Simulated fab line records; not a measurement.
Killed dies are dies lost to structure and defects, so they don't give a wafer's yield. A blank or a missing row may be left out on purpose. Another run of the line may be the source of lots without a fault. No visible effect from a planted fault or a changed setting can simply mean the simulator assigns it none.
What tool caused it? -- flow gf180mcu -- Sampling: 24 lots, 72 wafers, 6 of 602 route steps

== WHAT EACH GAUGE READ, for each wafer ==
GF_V1_CD_MEAS_14 targets a cd of 260 nm.
lot,measured,on,cd-nm (nm)
L074,day 18 05:44,cd-sem-01,261.1 262.0 260.8
L075,day 18 18:44,cd-sem-02,260.6 261.5 262.9
L076,day 19 00:10,cd-sem-02,260.2 260.7 260.2
L077,day 19 11:45,cd-sem-01,260.2 259.1 258.9
L078,day 19 19:50,cd-sem-01,259.6 259.9 261.3
L079,day 20 03:40,cd-sem-02,257.2 257.5 258.6
L080,day 20 13:17,cd-sem-02,259.5 260.4 259.7
L081,day 21 08:12,cd-sem-01,259.4 259.7 260.4
L082,day 21 13:38,cd-sem-02,260.5 259.7 259.8
L083,day 21 23:27,cd-sem-02,259.3 260.9 258.5
L084,day 22 01:16,cd-sem-02,259.8 258.6 260.2
L085,day 22 11:51,cd-sem-01,260.0 258.6 259.0
L086,day 22 16:13,cd-sem-02,260.8 260.8 261.1
L087,day 23 01:44,cd-sem-01,259.3 260.7 260.0
L088,day 23 11:14,cd-sem-02,258.9 257.4 257.7
L089,day 23 20:04,cd-sem-01,261.5 260.8 261.0
L090,day 24 00:49,cd-sem-02,261.4 263.0 261.9
L091,day 24 08:21,cd-sem-01,259.3 259.0 259.1
L092,day 25 03:13,cd-sem-02,260.0 258.9 259.5
L093,day 25 04:09,cd-sem-01,261.0 260.5 260.5
L094,day 25 09:40,cd-sem-01,259.2 259.3 258.7
L096,day 25 23:39,cd-sem-01,257.6 258.8 257.2
L095,day 26 01:44,cd-sem-01,257.8 260.0 258.6
L097,day 26 08:49,cd-sem-02,258.4 259.0 260.8

GF_M2_THK_MEAS_06: measures by xrf.
lot,measured,on,M2_ALCU_THK (nm)
L074,day 18 07:35,film-metro-02,443 446 452
L075,day 18 20:35,film-metro-03,452 454 457
L076,day 19 02:01,film-metro-03,445 447 444
L077,day 19 13:54,film-metro-01,447 444 446
L078,day 19 21:41,film-metro-01,452 451 451
L079,day 20 05:31,film-metro-03,441 444 444
L080,day 20 15:12,film-metro-02,460 459 457
L081,day 21 10:03,film-metro-02,445 445 437
L082,day 21 15:29,film-metro-01,452 461 452
L083,day 22 01:44,film-metro-03,449 440 442
L084,day 22 03:19,film-metro-01,457 454 453
L085,day 22 13:41,film-metro-02,442 448 449
L086,day 22 18:04,film-metro-03,448 449 445
L087,day 23 03:39,film-metro-03,439 436 436
L088,day 23 13:05,film-metro-01,455 458 450
L089,day 23 21:55,film-metro-03,444 449 447
L090,day 24 06:46,film-metro-01,453 453 452
L091,day 24 10:17,film-metro-03,445 444 452
L092,day 25 05:05,film-metro-01,456 454 457
L093,day 25 06:01,film-metro-02,451 452 450
L094,day 25 11:30,film-metro-02,453 447 455
L096,day 26 01:31,film-metro-03,447 450 443
L095,day 26 03:34,film-metro-02,449 447 452
L097,day 26 10:49,film-metro-01,454 456 451

GF_TOP_METAL_RS_MEAS_05: a four-point-probe measurement.
lot,measured,on,TOP_METAL_ALCU_RS (ohm/sq)
L074,day 27 09:37,film-metro-01,0.0327 0.0331 0.0332
L075,day 27 20:34,film-metro-02,0.0331 0.0333 0.0332
L076,day 28 01:44,film-metro-01,0.0331 0.0332 0.0332
L077,day 28 11:22,film-metro-03,0.0328 0.0327 0.0327
L078,day 28 16:20,film-metro-01,0.0324 0.0327 0.0327
L079,day 28 23:46,film-metro-02,0.0326 0.0324 0.0325
L080,day 29 06:33,film-metro-01,0.0319 0.0323 0.0322
L081,day 29 21:43,film-metro-01,0.0331 0.0333 0.0335
L082,day 30 01:01,film-metro-03,0.0331 0.0329 0.0331
L083,day 30 08:49,film-metro-02,0.0325 0.0330 0.0332
L084,day 30 10:57,film-metro-02,0.0323 0.0324 0.0324
L085,day 30 21:48,film-metro-03,0.0329 0.0332 0.0329
L086,day 31 00:29,film-metro-01,0.0330 0.0330 0.0327
L087,day 31 06:59,film-metro-02,0.0332 0.0334 0.0332
L088,day 31 18:17,film-metro-01,0.0326 0.0323 0.0324
L089,day 31 22:03,film-metro-01,0.0326 0.0326 0.0329
L090,day 32 04:57,film-metro-01,0.0324 0.0327 0.0326
L091,day 32 06:39,film-metro-02,0.0330 0.0327 0.0333
L092,day 32 21:25,film-metro-03,0.0331 0.0330 0.0332
L093,day 32 22:26,film-metro-02,0.0321 0.0324 0.0325
L094,day 33 01:30,film-metro-01,0.0319 0.0325 0.0327
L096,day 33 13:02,film-metro-03,0.0331 0.0330 0.0331
L095,day 33 14:02,film-metro-02,0.0327 0.0325 0.0324
L097,day 33 19:43,film-metro-01,0.0329 0.0328 0.0327

== WHICH TOOL RAN EACH LOT (tool, then ch and the chambers of the sampled wafers, then the start) ==
lot,GF_V1_SPUTTER_21,GF_V5_STRIP_18,GF_TOP_METAL_SPUTTER_04
L074,"pvd-sputter-03, day 18 06:33","plasma-asher-02 ch 0,1, day 27 08:08","pvd-sputter-01, day 27 09:35"
L075,"pvd-sputter-03, day 18 19:34","plasma-asher-02 ch 0,1, day 27 19:07","pvd-sputter-01, day 27 20:32"
L076,"pvd-sputter-02, day 19 00:59","plasma-asher-02 ch 0,1, day 28 00:17","pvd-sputter-02, day 28 01:42"
L077,"pvd-sputter-02, day 19 12:35","plasma-asher-01 ch 1, day 28 09:34","pvd-sputter-04, day 28 11:19"
L078,"pvd-sputter-02, day 19 20:40","plasma-asher-03 ch 0,1, day 28 14:47","pvd-sputter-02, day 28 16:18"
L079,"pvd-sputter-01, day 20 04:28","plasma-asher-03 ch 0,1, day 28 22:16","pvd-sputter-01, day 28 23:45"
L080,"pvd-sputter-02, day 20 14:10","plasma-asher-03 ch 0,1, day 29 05:05","pvd-sputter-04, day 29 06:31"
L081,"pvd-sputter-03, day 21 09:01","plasma-asher-01 ch 0,1, day 29 20:14","pvd-sputter-04, day 29 21:40"
L082,"pvd-sputter-02, day 21 14:27","plasma-asher-02 ch 0,1, day 29 23:34","pvd-sputter-01, day 30 00:59"
L083,"pvd-sputter-03, day 22 00:35","plasma-asher-02 ch 0,1, day 30 07:19","pvd-sputter-01, day 30 08:46"
L084,"pvd-sputter-01, day 22 02:10","plasma-asher-01 ch 0,1, day 30 09:28","pvd-sputter-04, day 30 10:55"
L085,"pvd-sputter-02, day 22 12:38","plasma-asher-01 ch 0,1, day 30 20:16","pvd-sputter-02, day 30 21:44"
L086,"pvd-sputter-03, day 22 17:02","plasma-asher-01 ch 0,1, day 30 23:01","pvd-sputter-04, day 31 00:28"
L087,"pvd-sputter-03, day 23 02:34","plasma-asher-03 ch 0,1, day 31 05:32","pvd-sputter-04, day 31 06:58"
L088,"pvd-sputter-03, day 23 12:02","plasma-asher-03 ch 0,1, day 31 16:49","pvd-sputter-02, day 31 18:14"
L089,"pvd-sputter-02, day 23 20:53","plasma-asher-03 ch 0,1, day 31 20:32","pvd-sputter-01, day 31 22:01"
L090,"pvd-sputter-03, day 24 01:38","plasma-asher-03 ch 0,1, day 32 03:26","pvd-sputter-04, day 32 04:55"
L091,"pvd-sputter-03, day 24 09:08","plasma-asher-02 ch 0,1, day 32 05:10","pvd-sputter-01, day 32 06:35"
L092,"pvd-sputter-02, day 25 04:03","plasma-asher-02 ch 0,1, day 32 19:58","pvd-sputter-02, day 32 21:23"
L093,"pvd-sputter-01, day 25 04:59","plasma-asher-02 ch 0,1, day 32 20:58","pvd-sputter-02, day 32 22:23"
L094,"pvd-sputter-03, day 25 10:27","plasma-asher-02 ch 0,1, day 33 00:02","pvd-sputter-02, day 33 01:26"
L096,"pvd-sputter-01, day 26 00:28","plasma-asher-01 ch 0,1, day 33 11:35","pvd-sputter-01, day 33 13:00"
L095,"pvd-sputter-03, day 26 02:32","plasma-asher-02 ch 0, day 33 12:32","pvd-sputter-01, day 33 13:59"
L097,"pvd-sputter-03, day 26 09:38","plasma-asher-03 ch 0,1, day 33 18:14","pvd-sputter-04, day 33 19:41"
- GF_V1_SPUTTER_21: material Ti, target thk 15 nm, time 80.02 s.
- GF_V5_STRIP_18: strips in O2/N2.
- GF_TOP_METAL_SPUTTER_04: material TiN, target thk 25 nm, time 20.8 s.

== WHAT THE TOOLS THEMSELVES READ (means of the sampled wafers that have a number; where no wafer has one, the mark that the record gives instead) ==
GF_V1_SPUTTER_21.
lot,tool,cathode-dc-power-W (W),throttle-valve-pct (%)
L074,pvd-sputter-03,2500.2,29.9
L075,pvd-sputter-03,2499.9,29.6
L076,pvd-sputter-02,2500.1,31.6
L077,pvd-sputter-02,2500.2,31.1
L078,pvd-sputter-02,2500.5,31.6
L079,pvd-sputter-01,2499.9,30.3
L080,pvd-sputter-02,2500.0,31.5
L081,pvd-sputter-03,2500.2,29.7
L082,pvd-sputter-02,2500.1,31.1
L083,pvd-sputter-03,2499.8,29.3
L084,pvd-sputter-01,2500.3,29.4
L085,pvd-sputter-02,2499.8,31.4
L086,pvd-sputter-03,2500.4,29.3
L087,pvd-sputter-03,2499.8,29.7
L088,pvd-sputter-03,2500.1,30.1
L089,pvd-sputter-02,2500.5,31.1
L090,pvd-sputter-03,2500.1,29.5
L091,pvd-sputter-03,2500.0,29.9
L092,pvd-sputter-02,2500.0,31.1
L093,pvd-sputter-01,2500.1,29.6
L094,pvd-sputter-03,2499.9,29.5
L096,pvd-sputter-01,2500.0,29.6
L095,pvd-sputter-03,2500.3,29.2
L097,pvd-sputter-03,2500.0,29.4

GF_V5_STRIP_18.
lot,tool,drypump-motor-current-A (A),heater-power-w (W),o2-flow-sccm (sccm),oes-product-au (a.u.)
L074,plasma-asher-02,6.05,351,3004,0.569
L075,plasma-asher-02,5.91,336,2992,0.570
L076,plasma-asher-02,6.04,353,2996,0.569
L077,plasma-asher-01,5.59,344,3000,0.571
L078,plasma-asher-03,5.75,341,3005,0.567
L079,plasma-asher-03,5.71,333,2990,0.576
L080,plasma-asher-03,5.68,330,2996,0.568
L081,plasma-asher-01,5.86,339,3007,0.568
L082,plasma-asher-02,6.03,351,2998,0.566
L083,plasma-asher-02,6.01,352,2989,0.573
L084,plasma-asher-01,5.85,336,3005,0.573
L085,plasma-asher-01,5.72,340,2998,0.573
L086,plasma-asher-01,5.87,335,2998,0.570
L087,plasma-asher-03,5.74,338,3004,0.568
L088,plasma-asher-03,5.67,329,3001,0.571
L089,plasma-asher-03,5.79,336,3003,0.572
L090,plasma-asher-03,5.76,342,3000,0.569
L091,plasma-asher-02,6.03,354,2995,0.573
L092,plasma-asher-02,5.92,340,3009,0.566
L093,plasma-asher-02,6.04,349,2998,0.566
L094,plasma-asher-02,6.02,349,2986,0.567
L096,plasma-asher-01,5.85,330,2999,0.570
L095,plasma-asher-02,5.80,330,2994,0.569
L097,plasma-asher-03,5.78,341,2998,0.565

GF_TOP_METAL_SPUTTER_04.
lot,tool,cathode-dc-power-W (W),throttle-valve-pct (%)
L074,pvd-sputter-01,6500.6,29.5
L075,pvd-sputter-01,6500.1,29.3
L076,pvd-sputter-02,6500.2,31.1
L077,pvd-sputter-04,6499.9,30.4
L078,pvd-sputter-02,6501.1,32.5
L079,pvd-sputter-01,6500.1,30.0
L080,pvd-sputter-04,6501.4,29.6
L081,pvd-sputter-04,6499.2,29.9
L082,pvd-sputter-01,6500.0,30.5
L083,pvd-sputter-01,6499.8,29.3
L084,pvd-sputter-04,6500.8,29.7
L085,pvd-sputter-02,6498.6,31.8
L086,pvd-sputter-04,6499.8,29.8
L087,pvd-sputter-04,6501.1,29.6
L088,pvd-sputter-02,6499.8,31.0
L089,pvd-sputter-01,6500.7,29.3
L090,pvd-sputter-04,6501.0,30.1
L091,pvd-sputter-01,6499.7,29.6
L092,pvd-sputter-02,6500.8,31.9
L093,pvd-sputter-02,6501.0,31.6
L094,pvd-sputter-02,6497.6,31.3
L096,pvd-sputter-01,6500.0,30.0
L095,pvd-sputter-01,6499.1,29.6
L097,pvd-sputter-04,6500.2,30.0

== THE ANSWER, worked out from the rows above alone ==
Rule: the lots themselves supply what counts as usual. Put in order of their means at a reading, lots are off if they are a third of the lots or fewer, leave a main group of 4 or more, and stand apart from it by a gap of 3 or more times the standard deviation of the main group's means; of several such gaps the widest counts. If all means in a main group match to the digits the tables above print for the reading, that group is not used. A lot without any number at a reading at which 4 lots or more have one is off too. Any other lot the step has rows for is counted as sound. After the gauges, taken in route order, come the tools' own readings; for these a lot's mean is taken, as printed above. The first step at which some lot is off is used, and at that step the reading that is off furthest; a lot without a number counts as furthest.
Across all readings shown, no lot is off: no conclusion can be drawn from this.

== WHAT THE SIMULATOR HAD INSERTED ==
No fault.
